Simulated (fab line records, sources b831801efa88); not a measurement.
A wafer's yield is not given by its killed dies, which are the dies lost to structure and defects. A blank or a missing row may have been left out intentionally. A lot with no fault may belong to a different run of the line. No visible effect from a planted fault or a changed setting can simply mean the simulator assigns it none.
Struck lot and sound lot, side by side | flow sky130 | 16 out of 708 route steps
Sound: these wafers, L683.1, L683.2, L683.4. Struck: wafer L695.6. (L695.5 of the same lot was not struck and is left out.) The cause comes at the end.
Order at every step that has rows: each side's tool, ch and its chambers, its first start. Under that, the readings that differ: sound wafers | struck wafers | difference of the means | sigmas: that difference in standard deviations of wafers without a fault.
alike: readings with means less than 2 such deviations apart, plus words and numbers identical on both sides. not compared: withheld readings, readings lacking a value on some wafer, bounds such as >300 that could conceal the same value, and numbers that have no deviation in the record and whose values overlap.
Wherever a step has rows on one side only, a row that says differs or no value, or a row with sigmas, the two part there. Numbers that don't overlap but have no deviation are shown without sigmas and don't part them. A reading that every wafer of one side lacks parts them only if that side has two wafers or more.

SKY_VIA3_BOW_MEAS_03:
  sound: film-metro-01 at day 40 00:02; struck: film-metro-03 at day 43 04:14
  alike: VIA3_BOW
then, 8 steps without rows for these wafers: SKY_VIA3_DEHYDRATE_04 (time 60 s); SKY_VIA3_HMDS_05 (prime time 60 s); SKY_VIA3_COAT_06 (resist thk 60 nm); SKY_VIA3_COAT_07 (resist thk 450 nm); SKY_VIA3_SOFTBAKE_08 (time 90 s); SKY_VIA3_EXPOSE_09 (exposes mask VIM3, target cd 200 nm); SKY_VIA3_PEB_10; SKY_VIA3_DEVELOP_11 (develop time 60 s).
SKY_VIA3_CD_MEAS_12: the cd target is 200 nm.
  sound: cd-sem-02 at day 41 00:03; struck: cd-sem-01 at day 44 02:26
  alike: cd-nm
SKY_VIA3_OVL_MEAS_13:
  sound: overlay-02 at day 41 00:10; struck: overlay-01 at day 44 02:31
  alike: VIA3_OVL
SKY_VIA3_ETCH_14: etches BARC in N2/H2, stops on SiO2, time 45.9 s, target depth 60 nm.
  sound on rie-diel-04 ch 0,1,3, day 41 00:12; struck on rie-diel-03 ch 0, day 44 02:32
  alike: drypump-motor-current-A, oes-product-au, throttle-valve-pct
  not compared: rf-hours-counter-h
SKY_VIA3_ETCH_15: etches SiO2 in C4F8/O2/Ar, stops on TiN, target depth 507 nm, time 78 s.
  sound on rie-diel-04 ch 0,1,3, day 41 00:15; struck on rie-diel-03 ch 0, day 44 02:35
  reading                                     | sound             | struck | difference | sigmas
  model.KrF-thick_of_VIA3_COAT_07.thk-nm (nm) | 296 296.2 291.2   | 242.4  | -52.1      |
  model.VIA3.feature-depth-nm (nm)            | 463.3 462.8 464.2 | 472.1  | +8.7       |
  model.TiN_of_METAL3_SPUTTER_04.thk-nm (nm)  | 68.42 69.7 68.51  | 62.31  | -6.57      |
  alike: oes-product-au
  not compared: rf-hours-counter-h
SKY_VIA3_STRIP_16: strips in O2/N2.
  sound on plasma-asher-04 ch 0,1, day 41 00:19; struck on plasma-asher-03 ch 1, day 44 02:41
  reading                      | sound             | struck | difference | sigmas
  oes-product-au (a.u.)        | 0.400 0.406 0.405 | 0.387  | -0.017     | -3
  strip-time-to-endpoint-s (s) | 4.184 4.195 4.134 | 3.635  | -0.536     | -19
  alike: drypump-motor-current-A
  not compared: rf-hours-counter-h
then, 2 steps without rows for these wafers: SKY_VIA3_STRIP_17 (strips in post etch residue remover, time 1200 s); SKY_PAD_OPEN_PROBE_99.

== WHERE THEY PART ==
Only at SKY_VIA3_STRIP_16, within this record.

WHY: whatever the simulator had introduced
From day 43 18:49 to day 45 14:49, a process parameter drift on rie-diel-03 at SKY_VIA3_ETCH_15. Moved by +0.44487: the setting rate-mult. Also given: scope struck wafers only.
